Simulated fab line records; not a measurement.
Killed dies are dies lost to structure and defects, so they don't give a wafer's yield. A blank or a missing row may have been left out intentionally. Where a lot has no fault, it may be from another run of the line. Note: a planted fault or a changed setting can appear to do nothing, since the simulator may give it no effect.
One fault through the eyes of 2 desks + flow gf180mcu + what lay behind the numbers comes last; until then each desk has only its own

## AT THE TOOL OWNER'S DESK: pvd sputter-01
The tool's own readings at GF_M2_SPUTTER_04 (material TiN, target thk 50 nm, time 41.7 s): means of the sampled wafers that have a number, for each lot that ran on this tool. If a lot's mean is further than 4 standard deviations from the usual mean, the lot is out of limits and carries the mark OUT (the distance appears in the brackets).
Columns: A = throttle valve pct at GF_M2_SPUTTER_04, usual 30.3 %
| lot  | first seen here | A    |
|------|-----------------|------|
| L566 | day 19 16:12    | 30.4 |
| L578 | day 24 06:35    | 30.5 |
This desk found nothing out of limits on any of the 2 lots.

## METROLOGY DESK
Lot by lot, what the gauges showed, no matter which tool ran the lot: averages of those sampled wafers that carry a number. If a lot's mean is further than 4 standard deviations from the usual mean, the lot is out of limits and carries the mark OUT (the distance appears in the brackets). Only the readings that lie furthest out on some lot appear, 7 of the 9 it has.
Columns: A = V1_W_THK at GF_V1_THK_MEAS_25, usual 347 nm; B = M2_ALCU_RS at GF_M2_RS_MEAS_05, usual 0.0690 ohm/sq; C = M2_ALCU_THK at GF_M2_THK_MEAS_06, usual 457 nm; D = cd nm at GF_M2_CD_MEAS_14, usual 279.6 nm; E = V2_CVD_00_THK at GF_V2_THK_MEAS_01, usual 600 nm; F = V2_CVD_02_THK at GF_V2_THK_MEAS_03, usual 853 nm; G = V2_BOW at GF_V2_BOW_MEAS_05, usual 99 um
| lot  | first seen here | A   | B      | C   | D     | E   | F   | G   |
|------|-----------------|-----|--------|-----|-------|-----|-----|-----|
| L566 | day 19 15:34    | 344 | 0.0698 | 442 | 278.6 | 588 | 837 | 94  |
| L573 | day 22 06:15    | 345 | 0.0686 | 462 | 279.5 | 604 | 873 | 107 |
| L575 | day 23 01:07    | 349 | 0.0698 | 450 | 280.6 | 598 | 857 | 91  |
| L576 | day 23 21:54    | 356 | 0.0697 | 457 | 282.1 | 597 | 863 | 102 |
| L578 | day 24 05:58    | 334 | 0.0690 | 456 | 280.9 | 595 | 848 | 98  |
This desk found nothing out of limits on any of the 5 lots.

## ALL TOGETHER
The tool owner's desk saw nothing out of limits.
Metrology desk: nothing out of limits seen.

## WHAT THE SIMULATOR HAD PUT IN
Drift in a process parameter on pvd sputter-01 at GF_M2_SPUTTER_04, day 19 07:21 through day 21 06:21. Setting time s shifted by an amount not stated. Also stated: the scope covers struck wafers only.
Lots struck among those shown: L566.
